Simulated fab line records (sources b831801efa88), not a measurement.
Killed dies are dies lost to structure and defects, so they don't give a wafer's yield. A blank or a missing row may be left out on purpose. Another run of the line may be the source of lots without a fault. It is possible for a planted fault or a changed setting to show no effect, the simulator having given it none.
Comparing a struck lot with a sound one	flow sky130	22 out of 708 route steps
Sound: the wafers L890.1, L890.3, L890.4. Wafers struck: L901.1, L901.4, L901.5. The cause is given at the end.
For every step that has rows: the tool of each side, followed by ch and its chambers, followed by its first start. Under that, the readings that differ: sound wafers	struck wafers	difference of the means	sigmas: that difference in standard deviations of wafers without a fault.
alike: readings with means less than 2 such deviations apart, plus words and numbers identical on both sides. not compared: withheld readings, readings lacking a value on some wafer, bounds such as >300 that could conceal the same value, and numbers that have no deviation in the record and whose values overlap.
A row with sigmas, a row that says differs or no value, or rows on one side alone: a step with any of these is where the two part. Numbers that have no deviation but don't overlap get no sigmas and don't part them. A reading missing from all wafers of one side parts the sides only when that side holds two or more wafers.

first, 1 step without rows for these wafers: SKY_LOCAL_INTERCONNECT_CLEAN_18 (cleans in O3/DIW).
SKY_CONTACT_CVD_00: deposits Si3N4, target thk 75 nm.
  sound on pecvd-01 ch 0,2, day 30 13:59; struck on pecvd-02 ch 0,1,2, day 34 14:16
  alike: heater_power_w
SKY_CONTACT_THK_MEAS_01:
  sound on film_metro-04, day 30 14:01; struck on film_metro-03, day 34 14:18
  alike: CONTACT_CVD_00_THK
then, 1 step without rows for these wafers: SKY_CONTACT_HDPCVD_02 (deposits SiO2, target thk 565 nm, time 94.2 s).
SKY_CONTACT_THK_MEAS_03:
  sound on film_metro-01, day 30 14:09; struck on film_metro-01, day 34 14:26
  alike: CONTACT_HDPCVD_THK
SKY_CONTACT_CMP_04: polishes SiO2.
  sound on cmp-01 ch 0,1,2, day 30 14:13; struck on cmp-02 ch 0,1,3, day 34 14:37
  alike: motor_current_A, time_to_endpoint_s
SKY_CONTACT_BOW_MEAS_05:
  sound on film_metro-03, day 30 14:31; struck on film_metro-03, day 34 14:55
  alike: CONTACT_BOW
then, 5 steps without rows for these wafers: SKY_CONTACT_DEHYDRATE_06 (time 60 s); SKY_CONTACT_HMDS_07 (prime time 60 s); SKY_CONTACT_COAT_08 (resist thk 60 nm); SKY_CONTACT_COAT_09 (resist thk 450 nm); SKY_CONTACT_SOFTBAKE_10 (time 90 s).
SKY_CONTACT_EXPOSE_11: exposes mask CTM1, target cd 170 nm.
  sound on krf_scanner-01 ch 0, day 31 05:25; struck on krf_scanner-01 ch 0, day 35 04:35
reading	sound	struck	difference	sigmas
exposure_dose_mJ_cm2	37.94 37.99 37.96	34.84 34.84 34.78	-3.14	-75
  alike: mask, stage_vel_mm_s
then, 2 steps without rows for these wafers: SKY_CONTACT_PEB_12; SKY_CONTACT_DEVELOP_13 (develop time 60 s).
SKY_CONTACT_CD_MEAS_14 targets a cd of 170 nm.
  sound on cd_sem-01, day 31 19:38; struck on cd_sem-02, day 35 18:23
reading	sound	struck	difference	sigmas
cd_nm (nm)	174.1 174.3 173.0	155.3 155.5 155.8	-18.3	-11
SKY_CONTACT_OVL_MEAS_15:
  sound on overlay-01, day 31 19:45; struck on overlay-01, day 35 18:31
  alike: CONTACT_OVL
SKY_CONTACT_ETCH_16: etches BARC in N2/H2, stops on SiO2, time 45.9 s, target depth 60 nm.
  sound on rie_diel-02 ch 0,2,3, day 31 19:47; struck on rie_diel-02 ch 0,2,3, day 35 18:32
reading	sound	struck	difference	sigmas
model.CONTACT.cd_nm (nm)	173.4 173.2 173.1	153.3 154.3 155.1	-19.0	
  alike: chamber_pressure_mTorr, drypump_motor_current_A, oes_product_au, throttle_valve_pct
  not compared: rf_hours_counter_h
SKY_CONTACT_ETCH_17: etches SiO2 in C4F8/O2/Ar, stops on Si3N4, target depth 340 nm.
  sound on rie_diel-02 ch 0,2,3, day 31 19:50; struck on rie_diel-02 ch 0,2,3, day 35 18:35
  alike: chamber_pressure_mTorr, oes_product_au
SKY_CONTACT_ETCH_18: etches Si3N4 in CHF3/O2, stops on TiN, time 39 s, target depth 75 nm.
  sound: rie_diel-02 ch 0,2,3; struck: rie_diel-02 ch 0,2,3
reading	sound	struck	difference	sigmas
model.CONTACT.cd_nm (nm)	173.4 173.3 172.6	153.1 154.5 154.6	-19.0	
  alike: chamber_pressure_mTorr, drypump_motor_current_A, oes_product_au, throttle_valve_pct
  not compared: rf_hours_counter_h
SKY_CONTACT_STRIP_19: strips in O2/N2.
  sound on plasma_asher-04 ch 0,1, day 31 19:55; struck on plasma_asher-04 ch 0,1, day 35 18:40
reading	sound	struck	difference	sigmas
strip_time_to_endpoint_s (s)	3.64 3.60 3.63	3.59 3.55 3.52	-0.07	-2
  alike: chamber_pressure_mTorr, drypump_motor_current_A, oes_product_au
  not compared: rf_hours_counter_h
-- the record jumps here: 13 days lie between the struck wafers' starts before and after (it left off in module CONTACT and takes up again in module PAD_OPEN, whose first step shown is number 708 of the route) --
SKY_PAD_OPEN_PROBE_99:
  sound on prober-02, day 46 02:33; struck on prober-01, day 48 21:08
reading	sound	struck	difference	sigmas
model.etest.mcon_chain.rc_ohm	16.67 16.1 16.93	19.51 19.32 18.45	+2.53	
  alike: killed_at_M0_to_M3, killed_at_M4_up, killed_at_contacts, killed_at_front_end, killed_at_other, killed_dies, killed_on_rim, killed_open, killed_short

## WHERE THEY PART
Earliest at SKY_CONTACT_EXPOSE_11; latest, in this record, at SKY_CONTACT_STRIP_19. Later steps at which nothing parts them and some readings are alike: SKY_PAD_OPEN_PROBE_99.

WHY: what had been put in by the simulator
Drift in process parameters on krf_scanner-01 at SKY_CONTACT_EXPOSE_11, starting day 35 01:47. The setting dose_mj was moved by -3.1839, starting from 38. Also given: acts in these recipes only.
